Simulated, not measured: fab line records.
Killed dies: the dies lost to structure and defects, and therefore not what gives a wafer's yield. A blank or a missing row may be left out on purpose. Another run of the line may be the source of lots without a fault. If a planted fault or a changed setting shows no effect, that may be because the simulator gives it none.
Problem report in the 8D (eight disciplines) form, filled by code || flow sky130 || the parts of the form that need people (team, actions taken, sign-off) are left out

## 1. WHAT IS WRONG
Mean of oes_product_au at SKY_METAL4_ETCH_17: 0.376 a.u. across 6 wafers in 2 lots; on wafers with no fault it is 0.754 a.u. (standard deviation 0.0083). Measured from the usual mean, that is -46 standard deviations.
The step: etches SiO2 in C4F8/O2/Ar, stops on TiN, time 3.9 s, target depth 15 nm.
Seen first at day 46 02:14 on rie_diel-03, wafer L907.1. At this step, 42 wafers from 14 lots have a number in the record. Rule for "out" (also "out of limits"): further than 4 standard deviations from the usual mean. Any other wafer with a number is counted as sound.

## 2. WHAT IT IS, AND WHAT IT ISN'T
{"question": "which readings at this step", "is": "oes_product_au", "is not": "bias_w, chamber_pressure_mTorr"}
{"question": "which lots", "is": "L907, L908", "is not": "L893, L895, L896, L897, L898, L900, L901, L903, L904, L905, L909, L915"}
{"question": "which wafers of those lots", "is": "all that have a number", "is not": "-"}
{"question": "read on which tools", "is": "rie_diel-01, rie_diel-03", "is not": "rie_diel-04"}
{"question": "when", "is": "from day 46 02:14", "is not": "up to then (30 sound wafers); but 6 sound wafers of L909, L915 came after"}

## 3. WHAT RULES OUT EACH SUSPECT
Counting: any tool at a process step up to the reading is kept as a suspect provided that every lot that is out went through it and no sound lot did after the first of them.
- rie_metal-01 at SKY_METAL4_ETCH_16 (etches BARC in N2/H2, stops on SiO2, time 88.2 s, target depth 60 nm): kept. It ran every lot that is out, first L907 (day 46 02:09), and no sound lot after that; its last sound lot up to then is L900 (day 44 09:51).
After counting, what remains is rie_metal-01 at SKY_METAL4_ETCH_16.

## 4. THE CAUSE (what the simulator had put in)
Beginning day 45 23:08, the whole step at SKY_METAL4_ETCH_16 was skipped on rie_metal-01. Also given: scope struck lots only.
Counting left only this tool.

## 5. THE CHAIN OF EFFECTS, in route order
Each row: a reading where the mean over the struck wafers with a number is more than 3 standard deviations away from the usual. Scope: only readings with a usual standard deviation given in the record; hours: median across lots of the time from each lot's start at the first step in this table that gives one to its start at this step; sigmas: change in usual standard deviations.
{"hours": 0, "step": "SKY_METAL4_ETCH_17", "reading": "oes_product_au", "usual": "0.754 a.u.", "on struck wafers": 0.376, "change": -0.378, "sigmas": -46}
{"hours": 0, "step": "SKY_METAL4_METAL_ETCH_18", "reading": "oes_product_au", "usual": "0.865 a.u.", "on struck wafers": 0.373, "change": -0.492, "sigmas": -58}
{"hours": 0, "step": "SKY_METAL4_STRIP_19", "reading": "strip_time_to_endpoint_s", "usual": "6.53 s", "on struck wafers": 6.96, "change": "+0.43", "sigmas": "+5.7"}
Here are the process steps it includes:
- SKY_METAL4_ETCH_17: etches SiO2 in C4F8/O2/Ar, stops on TiN, time 3.9 s, target depth 15 nm.
- SKY_METAL4_METAL_ETCH_18: etches the open film in Cl2/BCl3, stops on SiO2, target depth 845 nm, time 183.1 s.
- SKY_METAL4_STRIP_19: strips in O2/N2.
Readings that are blank on the struck wafers while sound wafers have them: bias_w at SKY_METAL4_ETCH_16; chamber_pressure_mTorr at SKY_METAL4_ETCH_16; drypump_motor_current_A at SKY_METAL4_ETCH_16; h2_flow_sccm at SKY_METAL4_ETCH_16; oes_product_au at SKY_METAL4_ETCH_16; throttle_valve_pct at SKY_METAL4_ETCH_16.

## 6. WHAT WOULD HAVE CAUGHT IT SOONER
First out-of-limits reading in this record: day 46 02:14, which is 3 hours after fault onset at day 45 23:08.
At SKY_METAL4_ETCH_16 the tool's readings are blank on the struck wafers, where sound wafers have them: an empty tool record is the first sign, and it was there at once.
Among the 2 lots that are out, L908 began SKY_METAL4_ETCH_16 on rie_metal-01 after day 46 02:14. Had the tool been put on hold then, it would have been spared.
